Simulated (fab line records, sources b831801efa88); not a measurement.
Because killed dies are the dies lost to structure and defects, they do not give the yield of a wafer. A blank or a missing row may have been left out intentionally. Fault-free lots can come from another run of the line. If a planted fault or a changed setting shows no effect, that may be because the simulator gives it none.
fab line records	flow gf180mcu	part 1 of 2: steps 1 to 24 of 34
record lots=5	wafers=15	lastDay=34
route steps=602 shown MIM@507 M5@526 V5@540
lots untouched by any fault: they come from a run of this same line in which no faults occurred
startH: start of the lot's first displayed wafer, in hours after the record's first day	waitH: time in hours since the lot's previous step	" the same as in the row above	L1.1+2: a single row standing in for several wafers	- no value, or no start was given	* or withheld: withheld	< > ~ a bound
route shown NAME@n: names a module that has steps shown in the file, with the first one's number in the route	usual: the fault-free wafers' mean and standard deviation	same: alike in all rows	chamber/n: place in a boat	sites: each site's reading	_std_site: standard deviation of those values	_edge_site: the outer-site mean with the inner-site mean subtracted	radiusMm: for every site, how far away it sits from the centre of the wafer	mask NAME#n: copy n	behind: tool/chamber where the wafer was last shaped	hold: what put the lot on hold/how long, in hours/how the hold closed	device: the n, p or np transistor that did not switch	end of line: tests run on the same wafers once the route is complete	a step with no rows: only its recipe	killed: not the wafer's yield, but the dies lost to structure and defects at the first sort	map: a wafer's dies, marking killed ones x, the rest . and places with no die _
set.NAME: the setting as run; set.NAME@STEP: as run at that earlier step	model.NAME: the simulator's own value behind a step, which no gauge read
lots at some steps of the route; a table a step, a row a wafer
services: a tool's chamber out of use, with start hour (startH, from the record's first day; less than 0 if before it), hours out, and reason
## steps
# step GF_MIM_SPUTTER_04
# recipe material=TiN	targetThkNm=50	powerW=6500	timeS=41.7	chamberPressurePa=0.4
# usual cathodeDcPowerW=6499.9/1.2	throttleValvePct=30.2/1.4
lot.wafer	tool	chamber	startH	waitH	cathodeDcPowerW	throttleValvePct
L075.1	pvdSputter-02	-	571.63	0.0	6498.7	30.5
L075.3	"	-	"	"	6498.3	27.9
L075.6	"	-	"	"	6499.5	29.2
L083.1	pvdSputter-02	-	634.07	0.0	6498.5	32.0
L083.3	"	-	"	"	6502.6	29.3
L083.6	"	-	"	"	6498.5	29.2
L084.1	pvdSputter-01	-	647.05	0.0	6500.0	29.8
L084.2	"	-	"	"	6499.3	29.0
L084.5	"	-	"	"	6499.9	28.9
L091.1	pvdSputter-03	-	691.95	0.0	6500.5	28.2
L091.2	"	-	"	"	6500.5	29.6
L091.3	"	-	"	"	6501.6	29.9
L095.2	pvdSputter-02	-	716.45	0.0	6500.7	28.1
L095.3	"	-	"	"	6499.1	30.5
L095.6	"	-	"	"	6498.1	28.1
# step GF_MIM_CVD_05
# recipe material=Si3N4	targetThkNm=42	tempMaxC=400	tempC=385	timeS=29.086	rfW=450
# usual heaterPowerW=648/130
lot.wafer	tool	chamber	startH	waitH	heaterPowerW
L075.1	pecvd-02	0	571.67	0.0	646
L075.3	"	1	"	"	743
L075.6	"	2	"	"	500
L083.1	pecvd-02	2	634.11	0.0	447
L083.3	"	0	"	"	667
L083.6	"	2	"	"	457
L084.1	pecvd-02	1	647.09	0.0	832
L084.2	"	2	"	"	433
L084.5	"	1	"	"	832
L091.1	pecvd-02	2	691.99	0.0	432
L091.2	"	1	"	"	804
L091.3	"	0	"	"	672
L095.2	pecvd-03	1	716.49	0.0	459
L095.3	"	0	"	"	727
L095.6	"	1	"	"	448
# step GF_MIM_THK_MEAS_06
# recipe reads=Si3N4_of_MIM_CVD_05
# usual MIM_CVD_05_THK=42.0/0.58
lot.wafer	tool	chamber	startH	waitH	MIM_CVD_05_THK[nm]
L075.1	filmMetro-04	-	571.71	0.0	41.8
L075.3	"	-	"	"	41.7
L075.6	"	-	"	"	42.8
L083.1	filmMetro-04	-	634.14	0.0	41.2
L083.3	"	-	"	"	41.4
L083.6	"	-	"	"	42.5
L084.1	filmMetro-01	-	647.13	0.0	41.4
L084.2	"	-	"	"	40.7
L084.5	"	-	"	"	41.8
L091.1	filmMetro-01	-	692.02	0.0	42.5
L091.2	"	-	"	"	41.9
L091.3	"	-	"	"	41.2
L095.2	filmMetro-02	-	716.53	0.0	41.3
L095.3	"	-	"	"	42.0
L095.6	"	-	"	"	42.4
# step GF_MIM_SPUTTER_07
# recipe material=TiN	targetThkNm=60	powerW=6500	timeS=50	chamberPressurePa=0.4
# usual cathodeDcPowerW=6499.9/1	throttleValvePct=30.1/1.4
lot.wafer	tool	chamber	startH	waitH	cathodeDcPowerW	throttleValvePct
L075.1	pvdSputter-03	-	571.77	0.1	6500.3	29.6
L075.3	"	-	"	"	6501.0	28.5
L075.6	"	-	"	"	6499.0	32.5
L083.1	pvdSputter-03	-	634.20	0.1	6500.4	29.6
L083.3	"	-	"	"	6498.6	28.3
L083.6	"	-	"	"	6498.6	29.3
L084.1	pvdSputter-02	-	647.19	0.1	6500.1	29.2
L084.2	"	-	"	"	6502.1	28.2
L084.5	"	-	"	"	6500.1	30.4
L091.1	pvdSputter-02	-	692.08	0.1	6501.4	28.0
L091.2	"	-	"	"	6500.1	30.3
L091.3	"	-	"	"	6497.7	31.6
L095.2	pvdSputter-03	-	716.58	0.0	6500.5	28.5
L095.3	"	-	"	"	6498.9	29.8
L095.6	"	-	"	"	6500.9	29.3
# step GF_MIM_SPUTTER_08
# recipe material=AlCu	targetThkNm=200	powerW=10600	timeS=10.6	chamberPressurePa=0.4
# usual cathodeDcPowerW=10600/1.8	throttleValvePct=30.1/1.4
lot.wafer	tool	chamber	startH	waitH	cathodeDcPowerW	throttleValvePct
L075.1	pvdSputter-03	-	571.81	0.0	10603	30.1
L075.3	"	-	"	"	10601	28.3
L075.6	"	-	"	"	10598	32.5
L083.1	pvdSputter-03	-	634.25	0.0	10601	29.9
L083.3	"	-	"	"	10601	28.3
L083.6	"	-	"	"	10600	29.4
L084.1	pvdSputter-02	-	647.23	0.0	10600	29.1
L084.2	"	-	"	"	10602	28.3
L084.5	"	-	"	"	10597	30.5
L091.1	pvdSputter-02	-	692.12	0.0	10599	28.3
L091.2	"	-	"	"	10601	30.4
L091.3	"	-	"	"	10603	32.1
L095.2	pvdSputter-03	-	716.62	0.0	10601	28.3
L095.3	"	-	"	"	10602	29.6
L095.6	"	-	"	"	10602	29.5
# step GF_MIM_SPUTTER_09
# recipe material=TiN	targetThkNm=35	powerW=6500	timeS=29.2	chamberPressurePa=0.4
# usual cathodeDcPowerW=6499.9/1.1	throttleValvePct=30.2/1.4
lot.wafer	tool	chamber	startH	waitH	cathodeDcPowerW	throttleValvePct
L075.1	pvdSputter-03	-	571.83	0.0	6500.5	29.9
L075.3	"	-	"	"	6498.5	28.5
L075.6	"	-	"	"	6499.2	32.7
L083.1	pvdSputter-03	-	634.27	0.0	6500.6	29.9
L083.3	"	-	"	"	6499.9	28.6
L083.6	"	-	"	"	6499.2	29.4
L084.1	pvdSputter-02	-	647.25	0.0	6500.7	29.2
L084.2	"	-	"	"	6499.7	28.0
L084.5	"	-	"	"	6501.0	30.7
L091.1	pvdSputter-02	-	692.15	0.0	6500.9	28.3
L091.2	"	-	"	"	6501.3	30.5
L091.3	"	-	"	"	6499.6	31.6
L095.2	pvdSputter-03	-	716.65	0.0	6496.1	28.6
L095.3	"	-	"	"	6497.2	30.0
L095.6	"	-	"	"	6498.6	29.6
# step GF_MIM_RS_MEAS_10
# recipe thkMeasGauge=four-point-probe	reads=TiN_of_MIM_SPUTTER_09+AlCu_of_MIM_SPUTTER_08+TiN_of_MIM_SPUTTER_07
# usual MIM_ALCU_RS=0.1601/0.002
lot.wafer	tool	chamber	startH	waitH	MIM_ALCU_RS[ohm/sq]
L075.1	filmMetro-02	-	571.87	0.0	0.1604
L075.3	"	-	"	"	0.1604
L075.6	"	-	"	"	0.1595
L083.1	filmMetro-01	-	634.30	0.0	0.1568
L083.3	"	-	"	"	0.1588
L083.6	"	-	"	"	0.1609
L084.1	filmMetro-02	-	647.29	0.0	0.1593
L084.2	"	-	"	"	0.1587
L084.5	"	-	"	"	0.1585
L091.1	filmMetro-04	-	692.18	0.0	0.1596
L091.2	"	-	"	"	0.1559
L091.3	"	-	"	"	0.1589
L095.2	filmMetro-01	-	716.70	0.0	0.1603
L095.3	"	-	"	"	0.1607
L095.6	"	-	"	"	0.1602
# step GF_MIM_THK_MEAS_11
# recipe thkMeasGauge=xrf	reads=AlCu_of_MIM_SPUTTER_08
# usual MIM_ALCU_THK=202.3/2.9
lot.wafer	tool	chamber	startH	waitH	MIM_ALCU_THK[nm]
L075.1	filmMetro-02	-	571.99	0.1	200.9
L075.3	"	-	"	"	199.9
L075.6	"	-	"	"	201.0
L083.1	filmMetro-01	-	634.42	0.1	205.0
L083.3	"	-	"	"	201.6
L083.6	"	-	"	"	199.5
L084.1	filmMetro-02	-	647.41	0.1	203.7
L084.2	"	-	"	"	202.4
L084.5	"	-	"	"	204.6
L091.1	filmMetro-04	-	692.30	0.1	202.8
L091.2	"	-	"	"	206.5
L091.3	"	-	"	"	203.5
L095.2	filmMetro-01	-	716.81	0.1	201.7
L095.3	"	-	"	"	200.7
L095.6	"	-	"	"	200.9
# step GF_MIM_DEHYDRATE_12
# recipe tempC=200	timeS=60
# usual exhaustPa=44.8/1
lot.wafer	tool	chamber	startH	waitH	exhaustPa
L075.1	lithoTrack-01	0	582.00	10.0	45.9
L075.3	"	0	"	"	44.5
L075.6	"	0	"	"	44.9
L083.1	lithoTrack-04	0	643.97	9.5	44.5
L083.3	"	0	"	"	43.0
L083.6	"	0	"	"	44.6
L084.1	lithoTrack-01	0	656.30	8.9	44.2
L084.2	"	0	"	"	43.5
L084.5	"	0	"	"	44.7
L091.1	lithoTrack-02	0	701.36	9.0	44.5
L091.2	"	0	"	"	43.9
L091.3	"	0	"	"	45.0
L095.2	lithoTrack-01	0	725.12	8.3	43.5
L095.3	"	0	"	"	44.4
L095.6	"	0	"	"	44.5
# step GF_MIM_HMDS_13
# recipe primeTimeS=60	primeTempC=120
# usual exhaustPa=45.1/0.9
lot.wafer	tool	chamber	startH	waitH	exhaustPa
L075.1	lithoTrack-01	0	582.15	0.1	44.0
L075.3	"	0	"	"	44.8
L075.6	"	0	"	"	45.4
L083.1	lithoTrack-04	0	644.12	0.1	44.4
L083.3	"	0	"	"	44.5
L083.6	"	0	"	"	43.5
L084.1	lithoTrack-01	0	656.45	0.1	45.5
L084.2	"	0	"	"	43.9
L084.5	"	0	"	"	44.5
L091.1	lithoTrack-02	0	701.51	0.1	43.3
L091.2	"	0	"	"	44.7
L091.3	"	0	"	"	43.7
L095.2	lithoTrack-01	0	725.27	0.1	46.1
L095.3	"	0	"	"	47.1
L095.6	"	0	"	"	46.6
# step GF_MIM_COAT_14
# recipe resist=NOVOLAK	spinRpm=3000	resistThkNm=1000
# usual exhaustPa=45.0/0.81
lot.wafer	tool	chamber	startH	waitH	exhaustPa
L075.1	lithoTrack-01	0	582.30	0.1	45.8
L075.3	"	0	"	"	45.3
L075.6	"	0	"	"	44.5
L083.1	lithoTrack-04	0	644.27	0.1	45.5
L083.3	"	0	"	"	44.8
L083.6	"	0	"	"	45.3
L084.1	lithoTrack-01	0	656.60	0.1	44.9
L084.2	"	0	"	"	45.6
L084.5	"	0	"	"	46.2
L091.1	lithoTrack-02	0	701.66	0.1	45.6
L091.2	"	0	"	"	44.0
L091.3	"	0	"	"	46.2
L095.2	lithoTrack-01	0	725.42	0.1	45.0
L095.3	"	0	"	"	44.7
L095.6	"	0	"	"	45.3
# step GF_MIM_SOFTBAKE_15
# recipe tempC=90	timeS=60	resist=NOVOLAK
# usual exhaustPa=45.0/0.79
lot.wafer	tool	chamber	startH	waitH	exhaustPa
L075.1	lithoTrack-01	0	582.45	0.1	45.5
L075.3	"	0	"	"	46.5
L075.6	"	0	"	"	45.7
L083.1	lithoTrack-04	0	644.42	0.1	43.4
L083.3	"	0	"	"	43.4
L083.6	"	0	"	"	44.7
L084.1	lithoTrack-01	0	656.75	0.1	44.8
L084.2	"	0	"	"	44.7
L084.5	"	0	"	"	44.9
L091.1	lithoTrack-02	0	701.81	0.1	45.9
L091.2	"	0	"	"	46.6
L091.3	"	0	"	"	46.2
L095.2	lithoTrack-01	0	725.57	0.1	45.0
L095.3	"	0	"	"	44.4
L095.6	"	0	"	"	45.1
# step GF_MIM_EXPOSE_16
# recipe maskId=FuseTop	targetCdNm=2000	na=0.6	sourceShape=conventional	sigmaOuter=0.6	doseMj=140
# usual exposureDoseMJCm2=140.03/0.13
lot.wafer	tool	chamber	startH	waitH	mask	exposureDoseMJCm2
L075.1	ilineStepper-02	0	-	-	FuseTop#0	140.02
L075.3	"	0	"	"	FuseTop#0	140.16
L075.6	"	0	"	"	FuseTop#0	140.02
L083.1	ilineStepper-02	0	-	-	FuseTop#0	140.12
L083.3	"	0	"	"	FuseTop#0	140.05
L083.6	"	0	"	"	FuseTop#0	140.06
L084.1	ilineStepper-02	0	-	-	FuseTop#0	139.79
L084.2	"	0	"	"	FuseTop#0	140.15
L084.5	"	0	"	"	FuseTop#0	140.16
L091.1	ilineStepper-02	0	-	-	FuseTop#0	140.12
L091.2	"	0	"	"	FuseTop#0	140.30
L091.3	"	0	"	"	FuseTop#0	140.25
L095.2	ilineStepper-02	0	-	-	FuseTop#0	139.99
L095.3	"	0	"	"	FuseTop#0	139.98
L095.6	"	0	"	"	FuseTop#0	140.06
# step GF_MIM_PEB_17
# recipe tempC=withheld	timeS=*	resist=NOVOLAK
# usual exhaustPa=45.3/0.92
lot.wafer	tool	chamber	startH	waitH	exhaustPa
L075.1	lithoTrack-04	0	-	-	46.2
L075.3	"	0	"	"	45.9
L075.6	"	0	"	"	46.3
L083.1	lithoTrack-04	0	-	-	46.5
L083.3	"	0	"	"	45.3
L083.6	"	0	"	"	44.4
L084.1	lithoTrack-04	0	-	-	45.8
L084.2	"	0	"	"	45.3
L084.5	"	0	"	"	45.6
L091.1	lithoTrack-01	0	-	-	44.2
L091.2	"	0	"	"	46.2
L091.3	"	0	"	"	45.4
L095.2	lithoTrack-04	0	-	-	44.2
L095.3	"	0	"	"	44.6
L095.6	"	0	"	"	46.2
# step GF_MIM_DEVELOP_18
# recipe developTimeS=60	devTempC=23
# usual exhaustPa=45.0/0.79
lot.wafer	tool	chamber	startH	waitH	exhaustPa
L075.1	lithoTrack-04	0	593.12	0.1	45.7
L075.3	"	0	"	"	45.7
L075.6	"	0	"	"	46.7
L083.1	lithoTrack-04	0	654.07	0.1	45.3
L083.3	"	0	"	"	47.1
L083.6	"	0	"	"	45.0
L084.1	lithoTrack-04	0	666.57	0.1	45.5
L084.2	"	0	"	"	43.7
L084.5	"	0	"	"	44.7
L091.1	lithoTrack-01	0	710.70	0.1	43.7
L091.2	"	0	"	"	44.5
L091.3	"	0	"	"	45.2
L095.2	lithoTrack-04	0	734.29	0.1	46.6
L095.3	"	0	"	"	47.5
L095.6	"	0	"	"	46.0
# step GF_MIM_METAL_ETCH_19
# recipe chemistry=Cl2/BCl3	maskMaterial=NOVOLAK	stopOn=Si3N4	targetDepthNm=324.5	pressureMtorr=8	icpW=800	biasW=140	Cl2_flow_sccm=80	bcl3FlowSccm=40	timeS=54.1
# usual drypumpMotorCurrentA=5.9/0.53	oesProductAu=0.942/0.0061	throttleValvePct=28.283/0.011
lot.wafer	tool	chamber	startH	waitH	drypumpMotorCurrentA	oesProductAu	rfHoursCounterH	throttleValvePct
L075.1	rieMetal-03	0	593.27	0.1	5.1	0.942	10	28.284
L075.3	"	1	"	"	6.0	0.936	-	28.282
L075.6	"	1	"	"	6.0	0.935	-	28.286
L083.1	rieMetal-03	1	654.22	0.1	6.0	0.948	11	28.267
L083.3	"	0	"	"	5.1	0.948	-	28.273
L083.6	"	0	"	"	5.1	0.936	-	28.261
L084.1	rieMetal-04	0	666.72	0.1	6.2	0.941	6	28.281
L084.2	"	1	"	"	5.0	0.936	11	28.267
L084.5	"	0	"	"	6.2	0.950	-	28.280
L091.1	rieMetal-02	1	710.85	0.1	5.7	0.947	1	28.285
L091.2	"	0	"	"	6.5	0.950	7	28.268
L091.3	"	0	"	"	6.5	0.947	-	28.283
L095.2	rieMetal-03	1	734.42	0.1	6.0	0.935	14	28.285
L095.3	"	1	"	"	6.0	0.944	-	28.280
L095.6	"	0	"	"	5.1	0.942	-	28.285
# step GF_MIM_STRIP_20
# recipe chemistry=O2/N2	powerW=1400	pressureMtorr=1500	platenTempC=250	o2FlowSccm=3000	n2FlowSccm=300	overashFraction=0.5
# usual drypumpMotorCurrentA=5.9/0.49	heaterPowerW=304/19	oesProductAu=0.691/0.0047	platenTempC=250.00/0.19	stripTimeToEndpointS=11.21/0.04
lot.wafer	tool	chamber	startH	waitH	drypumpMotorCurrentA	heaterPowerW	oesProductAu	platenTempC	rfHoursCounterH	stripTimeToEndpointS
L075.1	plasmaAsher-01	0	593.34	0.0	6.1	329	0.699	249.95	49	11.17
L075.3	"	0	"	"	6.1	332	0.693	249.84	-	11.15
L075.6	"	1	"	"	6.1	298	0.693	249.89	-	11.17
L083.1	plasmaAsher-01	0	654.29	0.0	6.1	329	0.690	250.04	56	11.23
L083.3	"	0	"	"	6.1	327	0.685	250.01	-	11.20
L083.6	"	1	"	"	6.1	295	0.689	250.23	-	11.15
L084.1	plasmaAsher-03	1	666.79	0.0	6.0	305	0.682	249.96	87	11.24
L084.2	"	0	"	"	6.4	277	0.698	249.80	87	11.23
L084.5	"	0	"	"	6.4	278	0.688	249.71	-	11.18
L091.1	plasmaAsher-02	1	710.92	0.0	4.9	314	0.694	250.27	29	11.28
L091.2	"	0	"	"	5.3	306	0.692	249.77	29	11.24
L091.3	"	1	"	"	5.0	313	0.699	250.15	-	11.25
L095.2	plasmaAsher-03	1	734.49	0.0	6.0	305	0.679	250.03	93	11.19
L095.3	"	1	"	"	6.0	301	0.691	249.81	-	11.22
L095.6	"	1	"	"	6.0	302	0.693	250.04	-	11.15
# step GF_MIM_STRIP_21
# recipe chemistry=postEtchResidueRemover	timeS=1200	tempC=72.5
lot.wafer	tool	chamber	startH	waitH
L075.1+3+6	wetBench-01	3	593.44	0.1
L083.1+3+6	wetBench-03	1	654.39	0.1
L084.1+2+5	wetBench-01	2	666.89	0.1
L091.1+2+3	wetBench-03	1	711.02	0.1
L095.2+3+6	wetBench-02	0	734.59	0.1
# step GF_MIM_CLEAN_22
# recipe chemistry=DIW	dry=n2Spin
lot.wafer	tool	chamber	startH	waitH
L075.1+3+6	wetBench-03	2	593.81	0.0
L083.1+3+6	wetBench-03	3	654.76	0.0
L084.1+2+5	wetBench-03	2	667.57	0.0
L091.1+2+3	wetBench-02	0	711.36	0.0
L095.2+3+6	wetBench-01	1	734.93	0.0
# step GF_M5_DEHYDRATE_00
# recipe tempC=200	timeS=60
# usual exhaustPa=45.0/0.83
lot.wafer	tool	chamber	startH	waitH	exhaustPa
L075.1	lithoTrack-03	0	603.89	10.0	44.4
L075.3	"	0	"	"	44.8
L075.6	"	0	"	"	43.8
L083.1	lithoTrack-01	0	663.95	9.1	45.2
L083.3	"	0	"	"	44.9
L083.6	"	0	"	"	43.8
L084.1	lithoTrack-01	0	676.60	8.9	44.4
L084.2	"	0	"	"	46.3
L084.5	"	0	"	"	44.8
L091.1	lithoTrack-04	0	719.77	8.3	44.3
L091.2	"	0	"	"	44.4
L091.3	"	0	"	"	45.3
L095.2	lithoTrack-01	0	742.87	7.8	45.5
L095.3	"	0	"	"	44.0
L095.6	"	0	"	"	44.1
# step GF_M5_HMDS_01
# recipe primeTimeS=60	primeTempC=120
# usual exhaustPa=45.0/0.99
lot.wafer	tool	chamber	startH	waitH	exhaustPa
L075.1	lithoTrack-03	0	604.04	0.1	44.9
L075.3	"	0	"	"	45.3
L075.6	"	0	"	"	46.5
L083.1	lithoTrack-01	0	664.10	0.1	43.0
L083.3	"	0	"	"	43.0
L083.6	"	0	"	"	44.1
L084.1	lithoTrack-01	0	676.75	0.1	45.1
L084.2	"	0	"	"	44.8
L084.5	"	0	"	"	45.0
L091.1	lithoTrack-04	0	719.92	0.1	44.2
L091.2	"	0	"	"	43.7
L091.3	"	0	"	"	43.2
L095.2	lithoTrack-01	0	743.02	0.1	44.4
L095.3	"	0	"	"	45.7
L095.6	"	0	"	"	44.4
# step GF_M5_COAT_02
# recipe resist=KrF	spinRpm=withheld	resistThkNm=1000
# usual exhaustPa=45.2/0.87
lot.wafer	tool	chamber	startH	waitH	exhaustPa
L075.1	lithoTrack-03	0	604.19	0.1	45.2
L075.3	"	0	"	"	45.0
L075.6	"	0	"	"	44.7
L083.1	lithoTrack-01	0	664.25	0.1	44.4
L083.3	"	0	"	"	44.6
L083.6	"	0	"	"	45.9
L084.1	lithoTrack-01	0	676.90	0.1	42.5
L084.2	"	0	"	"	44.0
L084.5	"	0	"	"	44.0
L091.1	lithoTrack-04	0	720.07	0.1	45.2
L091.2	"	0	"	"	45.9
L091.3	"	0	"	"	46.3
L095.2	lithoTrack-01	0	743.17	0.1	44.8
L095.3	"	0	"	"	44.6
L095.6	"	0	"	"	45.3
# step GF_M5_SOFTBAKE_03
# recipe tempC=130	timeS=60	resist=KrF
# usual exhaustPa=45.0/0.96
lot.wafer	tool	chamber	startH	waitH	exhaustPa
L075.1	lithoTrack-03	0	604.34	0.1	44.9
L075.3	"	0	"	"	45.6
L075.6	"	0	"	"	44.9
L083.1	lithoTrack-01	0	664.40	0.1	44.8
L083.3	"	0	"	"	45.4
L083.6	"	0	"	"	45.8
L084.1	lithoTrack-01	0	677.05	0.1	45.3
L084.2	"	0	"	"	44.9
L084.5	"	0	"	"	45.0
L091.1	lithoTrack-04	0	720.22	0.1	46.1
L091.2	"	0	"	"	48.0
L091.3	"	0	"	"	46.4
L095.2	lithoTrack-01	0	743.32	0.1	44.7
L095.3	"	0	"	"	44.9
L095.6	"	0	"	"	46.0
# step GF_M5_EXPOSE_04
# recipe maskId=Metal5	targetCdNm=280	na=0.68	sourceShape=conventional	sigmaOuter=0.6	doseMj=28
# usual exposureDoseMJCm2=27.998/0.027
lot.wafer	tool	chamber	startH	waitH	mask	exposureDoseMJCm2
L075.1	krfScanner-02	0	-	-	Metal5#0	27.989
L075.3	"	0	"	"	Metal5#0	27.966
L075.6	"	0	"	"	Metal5#0	27.979
L083.1	krfScanner-01	0	-	-	Metal5#0	28.026
L083.3	"	0	"	"	Metal5#0	27.986
L083.6	"	0	"	"	Metal5#0	28.036
L084.1	krfScanner-02	0	-	-	Metal5#0	28.000
L084.2	"	0	"	"	Metal5#0	28.032
L084.5	"	0	"	"	Metal5#0	28.035
L091.1	krfScanner-01	0	-	-	Metal5#0	27.985
L091.2	"	0	"	"	Metal5#0	27.995
L091.3	"	0	"	"	Metal5#0	27.999
L095.2	krfScanner-02	0	-	-	Metal5#0	28.032
L095.3	"	0	"	"	Metal5#0	28.008
L095.6	"	0	"	"	Metal5#0	27.973
